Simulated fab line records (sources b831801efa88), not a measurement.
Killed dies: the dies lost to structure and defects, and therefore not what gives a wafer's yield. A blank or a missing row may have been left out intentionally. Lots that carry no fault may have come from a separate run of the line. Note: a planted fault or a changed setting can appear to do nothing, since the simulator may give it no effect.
Which tool is to blame?	flow sky130	7 lots with 21 wafers sampled at 3 steps, on a route of 708 steps

== WHAT THE GAUGES SHOWED, per wafer ==
SKY_VIA2_RS_MEAS_22: the measuring method here is four-point-probe.
lot	measured	on	VIA2_W_RS (ohm/sq)
L500	day 37 00:19	film metro-02	0.271 0.272 0.272
L505	day 38 05:12	film metro-01	0.270 0.272 0.268
L507	day 38 18:49	film metro-02	57.884 57.020 58.203
L510	day 40 03:19	film metro-03	0.268 0.267 0.269
L514	day 40 20:57	film metro-01	0.272 0.271 0.273
L517	day 41 23:14	film metro-02	0.272 0.274 0.274
L521	day 42 17:10	film metro-01	0.266 0.267 0.267

== WHAT TOOL EACH LOT RAN ON (gives the tool, then ch and the chambers of the sampled wafers, and finally the start) ==
lot	SKY_VIA2_CMP_02	SKY_VIA2_CVD_21
L500	cmp-01 ch 0,1,2, day 35 20:46	cvd w-01 ch 0,1, day 37 00:11
L505	cmp-01 ch 0,2,3, day 37 03:00	cvd w-02 ch 0,1, day 38 05:03
L507	cmp-01 ch 0,1, day 37 15:44	cvd w-01 ch 0,1, day 38 18:41
L510	cmp-02 ch 0,1,3, day 39 01:20	cvd w-01 ch 0,1, day 40 03:11
L514	cmp-01 ch 0,3, day 39 19:44	cvd w-01 ch 0,1, day 40 20:49
L517	cmp-01 ch 0,1,2, day 40 22:53	cvd w-02 ch 0,1, day 41 23:05
L521	cmp-01 ch 0,1,2, day 41 16:20	cvd w-01 ch 0,1, day 42 17:02
- SKY_VIA2_CMP_02: polishes SiO2.
- SKY_VIA2_CVD_21: deposits W, target thk 420 nm, time 126.4 s.

== THE ANSWER, worked out from the rows above alone ==
Rule: the lots themselves supply what counts as usual. The widest of any qualifying gaps counts: lots, ordered by their means at a reading, are off when they make up no more than a third of the lots, leave a main group of 4 or more, and stand apart from it by 3 or more times the standard deviation of that group's means. If all means in a main group match to the digits the tables above print for the reading, that group is not used. Also off: a lot with no number at a reading for which 4 or more lots have one. All remaining lots with rows at the step are treated as sound.
Off: L507, seen at SKY_VIA2_RS_MEAS_22 (VIA2_W_RS). Main group: mean 0.270 ohm/sq, sd 0.0023.
If a tool, at a process step before that reading, ran all the lots that are off and no sound lot after the first of them, it fits. The gauges at SKY_VIA2_RS_MEAS_22 are tried like those tools. None of those tried fits.

== WHAT THE SIMULATOR PUT IN ==
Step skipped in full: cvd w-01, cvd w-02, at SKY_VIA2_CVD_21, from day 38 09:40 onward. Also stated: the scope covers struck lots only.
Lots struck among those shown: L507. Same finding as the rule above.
